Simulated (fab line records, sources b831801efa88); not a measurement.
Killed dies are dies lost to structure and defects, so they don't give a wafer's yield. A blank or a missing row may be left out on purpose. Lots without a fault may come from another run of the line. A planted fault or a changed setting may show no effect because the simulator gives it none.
A struck lot beside a sound one | flow gf180mcu | 15 steps out of a route of 602
Sound: wafers L482.1, L482.3, L482.4. Struck: wafer L501.3. (L501.2, L501.4 of the same lot were not struck and are left out.) The cause comes at the end.
At each step with rows: each side's tool, then ch and its chambers, then its first start. Under that, the readings that differ: sound wafers | struck wafers | difference of the means | sigmas: that difference in standard deviations of wafers without a fault.
alike: readings whose means differ by less than 2 such deviations, and words and numbers that are the same on both sides. not compared: withheld readings, readings that some wafer has no value for, bounds like >300 that may hide the same value, and numbers for which the record gives no deviation and whose values overlap.
The two part at a step that has a row with sigmas, a row that says differs or no value, or rows on one side only. Numbers that don't overlap but have no deviation are shown without sigmas and don't part them. A reading that every wafer of one side lacks parts them only if that side has two wafers or more.

GF_M2_RS_MEAS_05: measures by four-point-probe.
  sound on film_metro-04, day 18 07:05; struck on film_metro-02, day 24 19:59
  alike: M2_ALCU_RS
GF_M2_THK_MEAS_06: measures by xrf.
  sound on film_metro-04, day 18 07:13; struck on film_metro-02, day 24 20:05
  alike: M2_ALCU_THK
then, 7 steps without rows for these wafers: GF_M2_DEHYDRATE_07 (time 60 s); GF_M2_HMDS_08 (prime time 60 s); GF_M2_COAT_09 (resist thk 1000 nm); GF_M2_SOFTBAKE_10 (time 60 s); GF_M2_EXPOSE_11 (exposes mask Metal2, target cd 280 nm); GF_M2_PEB_12 (peb time 90 s); GF_M2_DEVELOP_13 (develop time 60 s).
GF_M2_CD_MEAS_14: target cd 280 nm.
  sound on cd_sem-02, day 19 07:10; struck on cd_sem-01, day 25 16:43
  alike: cd_nm
GF_M2_OVL_MEAS_15:
  sound on overlay-02, day 19 07:17; struck on overlay-02, day 25 16:50
  alike: M2_OVL
GF_M2_METAL_ETCH_16: etches the open film in Cl2/BCl3, stops on SiO2, target depth 627.5 nm, time 104.6 s.
  sound on rie_metal-02 ch 0,1, day 19 07:19; struck on rie_metal-02 ch 0, day 25 16:52
  alike: drypump_motor_current_A, oes_product_au, throttle_valve_pct
  not compared: rf_hours_counter_h
GF_M2_STRIP_17: strips in O2/N2.
  sound on plasma_asher-02 ch 0,1, day 19 07:26; struck on plasma_asher-01 ch 1, day 25 16:58
  reading            | sound       | struck | difference | sigmas
  heater_power_w (W) | 353 327 346 | 382    | +40        | +2
  overash_fraction   | 0.5 0.5 0.5 | 0.3    | -0.2       |
  alike: drypump_motor_current_A, oes_product_au, strip_time_to_endpoint_s
  not compared: rf_hours_counter_h
then, 1 step without rows for these wafers: GF_M2_STRIP_18 (strips in post etch residue remover, time 1200 s).
GF_PASSIVATION_PROBE_99:
  the record has rows for the sound wafers here (prober-02, day 29 02:32) and none for the struck ones

WHERE THEY PART
First at GF_M2_STRIP_17; last, within this record, at GF_PASSIVATION_PROBE_99.

WHY: what the simulator had put in
Process parameter drift: plasma_asher-01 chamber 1, from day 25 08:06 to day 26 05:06, at GF_M2_STRIP_17. Setting overash_fraction, moved by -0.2, from 0.5. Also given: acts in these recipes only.
